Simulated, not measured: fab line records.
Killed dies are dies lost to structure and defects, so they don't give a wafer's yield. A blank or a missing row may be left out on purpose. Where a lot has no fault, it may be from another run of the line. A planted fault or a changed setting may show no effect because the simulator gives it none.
Which tool was responsible? -- flow sfq_line -- 14 lots, 42 wafers sampled, at 7 steps of a route of 325

WHAT EACH GAUGE READ, for each wafer
SFQ_M6_OVL_MEAS_940.
lot,measured,on,M6_OVL (nm)
L478,day 62 03:47,overlay-01,9 7 0
L479,day 62 06:11,overlay-01,-10 -14 -8
L481,day 62 10:59,overlay-01,-10 -1 -5
L482,day 62 13:23,overlay-01,0 2 -1
L484,day 62 18:11,overlay-01,-2 7 -2
L485,day 62 19:23,overlay-01,4 3 5
L486,day 72 22:34,overlay-02,- - -
L487,day 73 03:23,overlay-02,- - -
L491,day 73 08:10,overlay-02,6 7 -1
L496,day 78 04:24,overlay-01,-5 -4 -12
L497,day 78 17:49,overlay-02,-6 0 -5
L498,day 78 19:02,overlay-01,-11 -10 -12
L499,day 78 22:37,overlay-02,-12 -12 -9
L501,day 84 09:26,overlay-02,-1 -1 -3

WHAT TOOL EACH LOT RAN ON (gives the tool, then ch and the chambers of the sampled wafers, and finally the start)
lot,SFQ_TRILAYER_I1_DEP_PECVD_045,SFQ_TRILAYER_I1_CMP_CMP_046,SFQ_TRILAYER_I1_METRO_MEASURE_047,SFQ_TRILAYER_I1_VIA_ETCH_VIA_ETCH_052,SFQ_TRILAYER_M2_LITHO_EXPOSE_058,SFQ_TRILAYER_M4_DEP_SPUTTER_091
L478,"pecvd-01 ch 0,1, day 24 14:14","cmp-02 ch 1,2,3, day 24 15:19","film_metro-02, day 24 17:38","rie_diel-04 ch 0,2, day 25 10:00","krf_scanner-01 ch 0, day 28 17:58","pvd_sputter-04, day 38 02:57"
L479,"pecvd-02 ch 0,2, day 25 16:38","cmp-01 ch 0,1,3, day 25 17:13","film_metro-01, day 25 20:14","rie_diel-01 ch 2,3, day 31 00:26","krf_scanner-01 ch 0, day 31 06:47","pvd_sputter-04, day 40 03:19"
L481,"pecvd-01 ch 1,2, day 26 07:15","cmp-02 ch 1,2, day 26 09:43","film_metro-01, day 26 12:32","rie_diel-01 ch 1,3, day 31 16:02","krf_scanner-01 ch 0, day 32 01:47","pvd_sputter-06, day 40 11:31"
L482,"pecvd-01 ch 0,1, day 26 15:39","cmp-02 ch 0,3, day 26 16:14","film_metro-02, day 26 19:15","rie_diel-01 ch 0,1,2, day 31 23:14","krf_scanner-01 ch 0, day 40 14:07 or earlier","pvd_sputter-03, day 40 14:07"
L484,"pecvd-01 ch 0,1,2, day 27 03:39","cmp-02 ch 0,1,3, day 27 04:14","film_metro-02, day 27 07:03","rie_diel-03 ch 0,3, day 32 12:26","krf_scanner-01 ch 0, day 32 17:23","pvd_sputter-03, day 46 08:16"
L485,"pecvd-02 ch 0,2, day 27 13:15","cmp-02 ch 0,1,3, day 27 13:22","film_metro-02, day 27 16:29","rie_diel-03 ch 0,2,3, day 32 19:38","krf_scanner-01 ch 0, day 32 21:59","pvd_sputter-04, day 46 10:07"
L486,"pecvd-01 ch 0,2, day 27 14:27","cmp-01 ch 1,2,3, day 27 14:32","film_metro-04, day 27 17:39","rie_diel-04 ch 0,1,2, day 32 22:02","krf_scanner-01, day 32 23:58","pvd_sputter-06, day 46 10:43"
L487,"pecvd-04 ch 0,1,2, day 27 19:15","cmp-02 ch 1,3, day 27 19:57","film_metro-02, day 27 23:16","rie_diel-03 ch 0,2,3, day 33 02:50","krf_scanner-01, day 33 04:59","pvd_sputter-04, day 46 12:31"
L491,"pecvd-04 ch 0,1, day 28 22:47","cmp-02 ch 0,1,3, day 29 14:09","film_metro-01, day 29 17:16","rie_diel-03 ch 1,2,3, day 35 11:12","krf_scanner-02 ch 0, day 40 11:18","pvd_sputter-06, day 47 20:16"
L496,"pecvd-01 ch 0,1,2, day 31 07:21","cmp-01 ch 0,2,3, day 32 07:09","film_metro-02, day 32 10:16","rie_diel-04 ch 0,1,2, day 37 21:20","krf_scanner-02 ch 0, day 42 23:39","pvd_sputter-06, day 53 11:25"
L497,"pecvd-04 ch 0,1,2, day 31 18:10","cmp-02 ch 1,2,3, day 32 20:13","film_metro-04, day 32 23:20","rie_diel-01 ch 0,1,3, day 38 09:17","krf_scanner-02 ch 0, day 43 14:03","pvd_sputter-06, day 55 00:43"
L498,"pecvd-02 ch 1,2, day 31 20:34","cmp-02 ch 1,2,3, day 33 00:13","film_metro-01, day 33 02:32","rie_diel-03 ch 1,3, day 38 11:41","krf_scanner-02 ch 0, day 43 17:51","pvd_sputter-04, day 55 02:22"
L499,"pecvd-04 ch 0,1,2, day 32 02:34","cmp-01 ch 0,2,3, day 33 07:09","film_metro-02, day 33 10:16","rie_diel-03 ch 0,2,3, day 38 17:41","krf_scanner-01 ch 0, day 44 03:46","pvd_sputter-06, day 55 07:46"
L501,"pecvd-04 ch 0,2, day 32 15:45","cmp-02 ch 0,1, day 33 23:13","film_metro-02, day 34 02:44","rie_diel-03 ch 0,3, day 39 08:05","krf_scanner-01 ch 0, day 44 22:10","pvd_sputter-04, day 61 03:52"
- SFQ_TRILAYER_I1_DEP_PECVD_045: deposits SiO2 from SiH4/N2O, time 111.11 s, target thk 500 nm.
- SFQ_TRILAYER_I1_CMP_CMP_046: polishes SiO2.
- SFQ_TRILAYER_I1_METRO_MEASURE_047
- SFQ_TRILAYER_I1_VIA_ETCH_VIA_ETCH_052: etches SiO2 in CHF3, stops on Nb, target depth 260 nm.
- SFQ_TRILAYER_M2_LITHO_EXPOSE_058: exposes mask M2, target cd 500 nm.
- SFQ_TRILAYER_M4_DEP_SPUTTER_091: material Nb, target thk 200 nm, time 133.3 s.

WHAT THE TOOLS THEMSELVES READ (means of the sampled wafers that have a number; where no wafer has one, the mark that the record gives instead)
SFQ_TRILAYER_I1_DEP_PECVD_045.
lot,tool,chamber_pressure_Torr (Torr),heater_power_outer_w (W),heater_power_w (W),throttle_valve_pct (%)
L478,pecvd-01,2.403,33,94,24.3
L479,pecvd-02,2.396,34,84,23.1
L481,pecvd-01,2.401,30,86,25.9
L482,pecvd-01,2.397,31,93,24.4
L484,pecvd-01,2.403,30,86,25.5
L485,pecvd-02,2.401,22,59,23.8
L486,pecvd-01,-,-,-,-
L487,pecvd-04,-,-,-,-
L491,pecvd-04,2.391,29,83,24.0
L496,pecvd-01,2.397,24,77,25.1
L497,pecvd-04,2.400,24,75,24.2
L498,pecvd-02,2.403,19,61,24.7
L499,pecvd-04,2.406,25,78,24.3
L501,pecvd-04,2.397,26,79,24.0

SFQ_TRILAYER_I1_CMP_CMP_046.
lot,tool,motor_current_A (A),retaining_ring_pressure_frac,slurry_filter_dp_kPa (kPa),time_to_endpoint_s (s)
L478,cmp-02,9.6,0.997,13.46,209
L479,cmp-01,10.9,1.000,13.53,222
L481,cmp-02,10.4,0.995,13.51,225
L482,cmp-02,9.1,1.003,13.38,205
L484,cmp-02,9.6,0.998,13.44,205
L485,cmp-02,9.1,1.002,13.51,209
L486,cmp-01,11.4,1.003,13.56,-
L487,cmp-02,8.7,0.997,13.59,-
L491,cmp-02,9.4,1.005,13.55,207
L496,cmp-01,10.4,1.001,13.53,210
L497,cmp-02,9.6,0.998,13.55,203
L498,cmp-02,9.6,1.002,13.41,211
L499,cmp-01,10.8,1.004,13.45,206
L501,cmp-02,9.7,0.996,13.50,213

SFQ_TRILAYER_I1_VIA_ETCH_VIA_ETCH_052.
lot,tool,bias_w (W),drypump_motor_current_A (A),oes_product_au (a.u.)
L478,rie_diel-04,80.01,6.0,0.854
L479,rie_diel-01,79.79,6.0,0.853
L481,rie_diel-01,80.06,5.3,0.855
L482,rie_diel-01,80.02,5.7,0.856
L484,rie_diel-03,80.13,6.4,0.846
L485,rie_diel-03,80.09,6.4,0.850
L486,rie_diel-04,79.97,6.1,0.376
L487,rie_diel-03,79.99,6.4,0.376
L491,rie_diel-03,79.89,6.2,0.855
L496,rie_diel-04,79.92,6.0,0.854
L497,rie_diel-01,79.99,5.4,0.854
L498,rie_diel-03,80.14,6.2,0.853
L499,rie_diel-03,80.16,6.4,0.854
L501,rie_diel-03,79.77,6.4,0.855

SFQ_TRILAYER_M2_LITHO_EXPOSE_058.
lot,tool,exposure_dose_mJ_cm2,focus_offset_nm (nm)
L478,krf_scanner-01,14.392,-0.3
L479,krf_scanner-01,14.388,-0.8
L481,krf_scanner-01,14.380,-0.2
L482,krf_scanner-01,14.394,0.1
L484,krf_scanner-01,14.407,-0.4
L485,krf_scanner-01,14.389,-0.1
L486,krf_scanner-01,-,-
L487,krf_scanner-01,-,-
L491,krf_scanner-02,14.418,0.1
L496,krf_scanner-02,14.393,0.3
L497,krf_scanner-02,14.410,0.0
L498,krf_scanner-02,14.403,0.4
L499,krf_scanner-01,14.405,0.3
L501,krf_scanner-01,14.392,0.9

SFQ_TRILAYER_M4_DEP_SPUTTER_091.
lot,tool,base_pressure_pa (Pa),throttle_valve_pct (%)
L478,pvd_sputter-04,1.30e-06,29.9
L479,pvd_sputter-04,1.37e-06,30.1
L481,pvd_sputter-06,1.45e-06,29.4
L482,pvd_sputter-03,1.30e-06,30.2
L484,pvd_sputter-03,1.41e-06,29.3
L485,pvd_sputter-04,1.36e-06,29.9
L486,pvd_sputter-06,1.27e-06,29.5
L487,pvd_sputter-04,1.29e-06,29.6
L491,pvd_sputter-06,1.30e-06,29.5
L496,pvd_sputter-06,1.22e-06,29.8
L497,pvd_sputter-06,1.38e-06,29.7
L498,pvd_sputter-04,1.41e-06,30.0
L499,pvd_sputter-06,1.34e-06,29.3
L501,pvd_sputter-04,1.34e-06,29.5

THE ANSWER, worked out from the rows above alone
Rule: usual is defined by the lots themselves. The widest of any qualifying gaps counts: lots, ordered by their means at a reading, are off when they make up no more than a third of the lots, leave a main group of 4 or more, and stand apart from it by 3 or more times the standard deviation of that group's means. A main group whose means are all the same, to the digits that the tables above print for the reading, isn't used. A lot without any number at a reading at which 4 lots or more have one is off too. The other lots that the step has rows for count as sound. The gauges are gone through in route order, then the tools' own readings, and for those a lot's mean is taken as printed above. The first step at which some lot is off is used, and at that step the reading that is off furthest; a lot without a number counts as furthest.
Off: at SFQ_M6_OVL_MEAS_940 (M6_OVL), L486, L487. Without a number there: L486, L487. Main group: mean -3 nm, sd 5.8.
If a tool, at a process step before that reading, ran all the lots that are off and no sound lot after the first of them, it fits. The gauges at SFQ_M6_OVL_MEAS_940 aren't tried: what is off there is off at SFQ_TRILAYER_I1_DEP_PECVD_045 too, on other tools, and a gauge's error can't cause that. SFQ_TRILAYER_M2_LITHO_EXPOSE_058 gives no start for some lots, so the hours and the order of its lots are those of SFQ_TRILAYER_M4_DEP_SPUTTER_091. Not one of the candidates tried fits.

WHAT HAD BEEN PUT IN BY THE SIMULATOR
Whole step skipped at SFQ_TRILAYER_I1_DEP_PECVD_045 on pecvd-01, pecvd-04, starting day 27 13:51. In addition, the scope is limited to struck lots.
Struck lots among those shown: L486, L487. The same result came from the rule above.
